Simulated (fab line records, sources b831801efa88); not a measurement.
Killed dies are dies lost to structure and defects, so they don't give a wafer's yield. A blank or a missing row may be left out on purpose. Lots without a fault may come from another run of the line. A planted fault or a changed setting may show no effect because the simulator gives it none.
Which tool did it? | flow gf180mcu | 14 lots, 42 wafers sampled, at 3 steps of a route of 602

WHAT THE GAUGES READ, wafer by wafer
GF_HV_LDD_TW_MEAS_11. Usual: HV_LDD_TW 2410, standard deviation 12.
lot  | measured     | on            | HV_LDD_TW      | flag
L730 | day 10 00:42 | film_metro-01 | 2391 2399 2404 |
L731 | day 10 06:37 | film_metro-04 | 2405 2415 2406 |
L734 | day 11 06:19 | film_metro-01 | 2417 2425 2415 |
L735 | day 11 20:03 | film_metro-01 | 2407 2420 2423 |
L742 | day 14 00:16 | film_metro-01 | 2401 2416 2415 |
L743 | day 14 02:31 | film_metro-03 | 2400 2408 2397 |
L744 | day 14 10:37 | film_metro-04 | 2432 2420 2419 |
L746 | day 15 00:32 | film_metro-04 | 2407 2411 2413 |
L747 | day 15 04:46 | film_metro-04 | 2406 2415 2415 |
L748 | day 15 18:06 | film_metro-04 | 2398 2427 2404 |
L749 | day 15 20:06 | film_metro-04 | 2408 2409 2407 |
L750 | day 16 08:32 | film_metro-04 | 2423 2430 2440 |
L751 | day 16 12:36 | film_metro-01 | 2413 2415 2413 |
L753 | day 17 02:43 | film_metro-04 | 2407 2406 2410 |

GF_HV_LDD_OVL_MEAS_47. Usual: HV_LDD_03_OVL -0.3 nm, standard deviation 1.4.
lot  | measured     | on         | HV_LDD_03_OVL (nm) | flag
L730 | day 12 10:17 | overlay-02 | 0.7 1.0 0.3        |
L731 | day 12 16:31 | overlay-02 | 0.4 -1.0 2.3       |
L734 | day 13 18:14 | overlay-01 | - - -              | OFF
L735 | day 14 10:04 | overlay-01 | - - -              | OFF
L742 | day 16 17:36 | overlay-02 | 0.3 -0.4 0.9       |
L743 | day 16 20:51 | overlay-02 | -0.3 -1.5 -0.8     |
L744 | day 17 02:37 | overlay-01 | -1.5 -2.2 -2.7     |
L746 | day 17 18:49 | overlay-01 | 1.6 1.1 2.6        |
L747 | day 17 23:19 | overlay-02 | -1.0 0.3 -1.7      |
L748 | day 18 11:19 | overlay-01 | -1.9 -2.5 -2.5     |
L749 | day 18 15:31 | overlay-02 | 1.5 0.6 0.0        |
L750 | day 19 04:50 | overlay-02 | -0.4 0.5 -1.0      |
L751 | day 19 07:55 | overlay-02 | 2.2 0.8 1.1        |
L753 | day 20 01:11 | overlay-02 | -0.4 -0.1 -1.3     |

WHICH TOOL RAN EACH LOT (tool, then ch and the chambers of the sampled wafers, then the start)
lot  | GF_HV_LDD_DEVELOP_45
L730 | litho_track-04 ch 0, day 12 10:02
L731 | litho_track-02 ch 0, day 12 16:16
L734 | litho_track-04, day 13 18:01
L735 | litho_track-02, day 14 09:49
L742 | litho_track-02 ch 0, day 16 17:20
L743 | litho_track-02 ch 0, day 16 20:35
L744 | litho_track-03 ch 0, day 17 02:22
L746 | litho_track-03 ch 0, day 17 18:32
L747 | litho_track-02 ch 0, day 17 23:04
L748 | litho_track-04 ch 0, day 18 11:04
L749 | litho_track-02 ch 0, day 18 15:16
L750 | litho_track-04 ch 0, day 19 04:37
L751 | litho_track-04 ch 0, day 19 07:39
L753 | litho_track-04 ch 0, day 20 00:57
- GF_HV_LDD_DEVELOP_45: develop time 60 s.

WHAT THE TOOLS THEMSELVES READ (means of the sampled wafers that have a number; where no wafer has one, the mark that the record gives instead)
GF_HV_LDD_DEVELOP_45. Usual: chill_plate_temp_C 22.99 C, standard deviation 0.1.
lot  | tool           | chill_plate_temp_C (C) | flag
L730 | litho_track-04 | 23.00                  |
L731 | litho_track-02 | 23.07                  |
L734 | litho_track-04 | -                      | OFF
L735 | litho_track-02 | -                      | OFF
L742 | litho_track-02 | 22.97                  |
L743 | litho_track-02 | 23.02                  |
L744 | litho_track-03 | 23.03                  |
L746 | litho_track-03 | 23.05                  |
L747 | litho_track-02 | 22.98                  |
L748 | litho_track-04 | 22.98                  |
L749 | litho_track-02 | 22.96                  |
L750 | litho_track-04 | 23.17                  |
L751 | litho_track-04 | 22.92                  |
L753 | litho_track-04 | 22.92                  |

THE ANSWER, worked out from the rows above alone
Rule: a lot is off if the mean of its wafers that have a number lies more than 3 standard deviations from the usual mean. A lot without any number at a reading at which 4 lots or more have one is off too. The other lots that the step has rows for count as sound. The gauges are gone through in route order, then the tools' own readings, and for those a lot's mean is taken as printed above. The first step at which some lot is off is used, and at that step the reading that is off furthest; a lot without a number counts as furthest.
Off: L734, L735, at GF_HV_LDD_OVL_MEAS_47 (HV_LDD_03_OVL). Without a number there: L734, L735.
A tool fits if, at a process step before that reading, it ran every lot that is off, and no sound lot after the first of them. The gauges at GF_HV_LDD_OVL_MEAS_47 aren't tried: what is off there is off at GF_HV_LDD_DEVELOP_45 too, on other tools, and a gauge's error can't cause that. None of those tried fits.

WHAT THE SIMULATOR HAD PUT IN
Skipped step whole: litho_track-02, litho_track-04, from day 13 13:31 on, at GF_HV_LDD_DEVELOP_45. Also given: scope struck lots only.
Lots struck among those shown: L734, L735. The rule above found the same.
